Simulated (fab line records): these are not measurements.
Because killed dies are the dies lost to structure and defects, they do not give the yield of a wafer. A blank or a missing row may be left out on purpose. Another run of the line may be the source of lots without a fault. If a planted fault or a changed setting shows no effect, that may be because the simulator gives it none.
Which of the tools did it? / flow sky130 / 39 wafers from 13 lots sampled at 4 of the route's 708 steps

WHAT THE GAUGES READ, wafer by wafer
SKY_FIELD_ISO_THK_MEAS_02. Usual: FIELD_ISO_OXIDATION_00_THK gives 12.02 nm (standard deviation 0.24).
lot=L480; measured=day 1 17:01; on=filmMetro-03; FIELD_ISO_OXIDATION_00_THK (nm)=12.05 11.88 12.09; flag=
lot=L481; measured=day 1 22:58; on=filmMetro-02; FIELD_ISO_OXIDATION_00_THK (nm)=11.50 11.79 11.58; flag=
lot=L482; measured=day 2 02:40; on=filmMetro-01; FIELD_ISO_OXIDATION_00_THK (nm)=12.51 12.33 12.11; flag=
lot=L484; measured=day 2 14:52; on=filmMetro-03; FIELD_ISO_OXIDATION_00_THK (nm)=12.30 12.18 12.07; flag=
lot=L488; measured=day 3 10:41; on=filmMetro-01; FIELD_ISO_OXIDATION_00_THK (nm)=12.37 12.41 12.43; flag=
lot=L489; measured=day 3 13:48; on=filmMetro-01; FIELD_ISO_OXIDATION_00_THK (nm)=12.36 12.28 12.20; flag=
lot=L491; measured=day 3 23:55; on=filmMetro-03; FIELD_ISO_OXIDATION_00_THK (nm)=12.15 11.94 12.14; flag=
lot=L492; measured=day 4 04:38; on=filmMetro-01; FIELD_ISO_OXIDATION_00_THK (nm)=11.70 11.72 11.76; flag=
lot=L495; measured=day 4 20:23; on=filmMetro-03; FIELD_ISO_OXIDATION_00_THK (nm)=12.13 11.90 11.71; flag=
lot=L497; measured=day 5 05:38; on=filmMetro-01; FIELD_ISO_OXIDATION_00_THK (nm)=11.77 11.85 11.80; flag=
lot=L500; measured=day 5 22:16; on=filmMetro-01; FIELD_ISO_OXIDATION_00_THK (nm)=11.82 11.81 11.98; flag=
lot=L501; measured=day 6 01:38; on=filmMetro-01; FIELD_ISO_OXIDATION_00_THK (nm)=12.06 12.18 12.28; flag=
lot=L502; measured=day 6 07:16; on=filmMetro-02; FIELD_ISO_OXIDATION_00_THK (nm)=12.35 12.16 12.32; flag=

SKY_SD_P_OVL_MEAS_08. Usual: SD_P_OVL gives 0.8 nm (standard deviation 1.5).
lot=L480; measured=day 25 18:29; on=overlay-01; SD_P_OVL (nm)=0.4 -0.1 0.8; flag=
lot=L481; measured=day 26 10:56; on=overlay-02; SD_P_OVL (nm)=-0.3 -1.5 0.0; flag=
lot=L482; measured=day 26 10:01; on=overlay-01; SD_P_OVL (nm)=-1.0 0.5 -0.4; flag=
lot=L484; measured=day 27 04:17; on=overlay-02; SD_P_OVL (nm)=1.0 0.8 0.8; flag=
lot=L488; measured=day 28 21:42; on=overlay-01; SD_P_OVL (nm)=0.0 0.5 0.3; flag=
lot=L489; measured=day 29 00:45; on=overlay-01; SD_P_OVL (nm)=0.2 1.5 -0.1; flag=
lot=L491; measured=day 29 15:30; on=overlay-01; SD_P_OVL (nm)=2.5 1.5 1.4; flag=
lot=L492; measured=day 29 23:47; on=overlay-02; SD_P_OVL (nm)=2.2 2.1 2.2; flag=
lot=L495; measured=day 30 19:32; on=overlay-02; SD_P_OVL (nm)=2.5 1.6 2.0; flag=
lot=L497; measured=day 31 19:50; on=overlay-01; SD_P_OVL (nm)=1.9 2.9 2.2; flag=
lot=L500; measured=day 32 10:50; on=overlay-01; SD_P_OVL (nm)=-0.3 -2.4 -1.6; flag=
lot=L501; measured=day 32 18:14; on=overlay-02; SD_P_OVL (nm)=2.9 3.5 3.9; flag=
lot=L502; measured=day 33 01:15; on=overlay-02; SD_P_OVL (nm)=2.5 2.9 2.6; flag=

WHICH TOOL RAN EACH LOT (tool, then ch and the chambers of the sampled wafers, then the start)
lot=L480; SKY_FIELD_ISO_CMP_27=cmp-02 ch 1,3, day 2 17:37; SKY_FIELD_ISO_WET_ETCH_30=wetBench-04 ch 0, day 2 18:29
lot=L481; SKY_FIELD_ISO_CMP_27=cmp-01 ch 0,1,2, day 2 21:59; SKY_FIELD_ISO_WET_ETCH_30=wetBench-01 ch 1, day 2 22:44
lot=L482; SKY_FIELD_ISO_CMP_27=cmp-01 ch 2,3, day 3 00:58; SKY_FIELD_ISO_WET_ETCH_30=wetBench-01 ch 1, day 3 01:45
lot=L484; SKY_FIELD_ISO_CMP_27=cmp-01 ch 0,2, day 3 12:16; SKY_FIELD_ISO_WET_ETCH_30=wetBench-04 ch 1, day 3 13:07
lot=L488; SKY_FIELD_ISO_CMP_27=cmp-02 ch 1,2,3, day 4 08:28; SKY_FIELD_ISO_WET_ETCH_30=wetBench-01 ch 0, day 4 09:25
lot=L489; SKY_FIELD_ISO_CMP_27=cmp-01 ch 2,3, day 4 12:52; SKY_FIELD_ISO_WET_ETCH_30=wetBench-01 ch 2, day 4 13:41
lot=L491; SKY_FIELD_ISO_CMP_27=cmp-01 ch 0,1,2, day 4 23:20; SKY_FIELD_ISO_WET_ETCH_30=wetBench-01 ch 2, day 5 00:05
lot=L492; SKY_FIELD_ISO_CMP_27=cmp-01 ch 0,1,3, day 5 04:52; SKY_FIELD_ISO_WET_ETCH_30=wetBench-04 ch 2, day 5 05:45
lot=L495; SKY_FIELD_ISO_CMP_27=cmp-01 ch 0,2,3, day 5 20:52; SKY_FIELD_ISO_WET_ETCH_30=wetBench-02 ch 2, day 5 21:39
lot=L497; SKY_FIELD_ISO_CMP_27=cmp-02 ch 0,1,2, day 6 10:05; SKY_FIELD_ISO_WET_ETCH_30=wetBench-04 ch 1, day 6 10:58
lot=L500; SKY_FIELD_ISO_CMP_27=cmp-02 ch 0,1,2, day 6 22:31; SKY_FIELD_ISO_WET_ETCH_30=wetBench-01 ch 3, day 6 23:22
lot=L501; SKY_FIELD_ISO_CMP_27=cmp-01 ch 0,3, day 7 04:28; SKY_FIELD_ISO_WET_ETCH_30=wetBench-02 ch 3, day 7 05:15
lot=L502; SKY_FIELD_ISO_CMP_27=cmp-01 ch 0,2,3, day 7 12:27; SKY_FIELD_ISO_WET_ETCH_30=wetBench-01 ch 0, day 7 13:14
- SKY_FIELD_ISO_CMP_27: polishes, stops on Si3N4, t overpolish 16 s, target thk 457.8 nm.
- SKY_FIELD_ISO_WET_ETCH_30: etches SiO2 in dHF, target depth 25 nm, time 50 s.

AS READ BY THE TOOLS THEMSELVES (means over the sampled wafers that have a number; for cases with no such wafer, the mark the record gives instead)
SKY_FIELD_ISO_CMP_27. Usual: motorCurrentA 12.2 A, standard deviation 1.5; overpolishRunS 16.000 s, standard deviation 0.0089; platenRpm 60.00 rpm, standard deviation 0.04; timeToEndpointS 115 s, standard deviation 6.9.
lot=L480; tool=cmp-02; motorCurrentA (A)=11.3; overpolishRunS (s)=16.005; platenRpm (rpm)=59.94; timeToEndpointS (s)=119; flag=
lot=L481; tool=cmp-01; motorCurrentA (A)=12.2; overpolishRunS (s)=15.996; platenRpm (rpm)=60.05; timeToEndpointS (s)=103; flag=
lot=L482; tool=cmp-01; motorCurrentA (A)=11.3; overpolishRunS (s)=15.999; platenRpm (rpm)=60.03; timeToEndpointS (s)=111; flag=
lot=L484; tool=cmp-01; motorCurrentA (A)=11.6; overpolishRunS (s)=15.995; platenRpm (rpm)=59.97; timeToEndpointS (s)=109; flag=
lot=L488; tool=cmp-02; motorCurrentA (A)=11.6; overpolishRunS (s)=15.995; platenRpm (rpm)=60.04; timeToEndpointS (s)=120; flag=
lot=L489; tool=cmp-01; motorCurrentA (A)=11.4; overpolishRunS (s)=15.994; platenRpm (rpm)=60.02; timeToEndpointS (s)=118; flag=
lot=L491; tool=cmp-01; motorCurrentA (A)=11.9; overpolishRunS (s)=16.004; platenRpm (rpm)=59.98; timeToEndpointS (s)=112; flag=
lot=L492; tool=cmp-01; motorCurrentA (A)=12.0; overpolishRunS (s)=15.999; platenRpm (rpm)=60.01; timeToEndpointS (s)=109; flag=
lot=L495; tool=cmp-01; motorCurrentA (A)=12.0; overpolishRunS (s)=16.009; platenRpm (rpm)=59.96; timeToEndpointS (s)=118; flag=
lot=L497; tool=cmp-02; motorCurrentA (A)=13.1; overpolishRunS (s)=16.004; platenRpm (rpm)=60.01; timeToEndpointS (s)=117; flag=
lot=L500; tool=cmp-02; motorCurrentA (A)=13.1; overpolishRunS (s)=16.004; platenRpm (rpm)=60.00; timeToEndpointS (s)=115; flag=
lot=L501; tool=cmp-01; motorCurrentA (A)=12.3; overpolishRunS (s)=15.991; platenRpm (rpm)=59.99; timeToEndpointS (s)=113; flag=
lot=L502; tool=cmp-01; motorCurrentA (A)=11.7; overpolishRunS (s)=16.001; platenRpm (rpm)=60.03; timeToEndpointS (s)=115; flag=

SKY_FIELD_ISO_WET_ETCH_30. Usual: bathHeatDutyPct 6.5 %, standard deviation 0.75; runLengthS 78.8 s, standard deviation 2.9.
lot=L480; tool=wetBench-04; bathHeatDutyPct (%)=7.1; runLengthS (s)=77.2; flag=
lot=L481; tool=wetBench-01; bathHeatDutyPct (%)=6.6; runLengthS (s)=81.4; flag=
lot=L482; tool=wetBench-01; bathHeatDutyPct (%)=6.6; runLengthS (s)=80.7; flag=
lot=L484; tool=wetBench-04; bathHeatDutyPct (%)=6.2; runLengthS (s)=77.7; flag=
lot=L488; tool=wetBench-01; bathHeatDutyPct (%)=6.6; runLengthS (s)=81.8; flag=
lot=L489; tool=wetBench-01; bathHeatDutyPct (%)=6.8; runLengthS (s)=76.3; flag=
lot=L491; tool=wetBench-01; bathHeatDutyPct (%)=6.8; runLengthS (s)=76.2; flag=
lot=L492; tool=wetBench-04; bathHeatDutyPct (%)=7.2; runLengthS (s)=83.1; flag=
lot=L495; tool=wetBench-02; bathHeatDutyPct (%)=6.8; runLengthS (s)=82.7; flag=
lot=L497; tool=wetBench-04; bathHeatDutyPct (%)=6.1; runLengthS (s)=76.2; flag=
lot=L500; tool=wetBench-01; bathHeatDutyPct (%)=5.1; runLengthS (s)=54.7; flag=OFF
lot=L501; tool=wetBench-02; bathHeatDutyPct (%)=7.0; runLengthS (s)=75.1; flag=
lot=L502; tool=wetBench-01; bathHeatDutyPct (%)=6.7; runLengthS (s)=51.7; flag=OFF

THE ANSWER, worked out from the rows above alone
Rule: a lot is off if the mean of its wafers that have a number lies more than 3 standard deviations from the usual mean. Also off: a lot with no number at a reading for which 4 or more lots have one. Where the step has rows for the other lots, those lots are counted as sound. First the gauges in route order, then the tools' own readings, where a lot's mean is used as printed above. At the first step where some lot is off, the reading lying furthest off is the one used; lots without a number count as furthest.
Off: L500, L502, at SKY_FIELD_ISO_WET_ETCH_30 (runLengthS).
A tool fits if, at that step or a process step before it, it ran every lot that is off, and no sound lot after the first of them. One candidate fits, namely wetBench-01 at SKY_FIELD_ISO_WET_ETCH_30. A fault onset in the window from L491 (day 5 00:05, its last sound lot) to L500 (day 6 23:22, its first lot off) fits.
On the lots that are off, the tool's own readings at SKY_FIELD_ISO_WET_ETCH_30 differ by more than 5 times the standard deviation of the sound lots' means, which bears it out; runLengthS reads 53.2 s there versus 78.9 s on the sound lots.

WHAT THE SIMULATOR PUT IN
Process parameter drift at SKY_FIELD_ISO_WET_ETCH_30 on wetBench-01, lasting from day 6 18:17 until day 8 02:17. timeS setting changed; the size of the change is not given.
Struck lots among those shown: L500, L502. Same finding as the rule above.
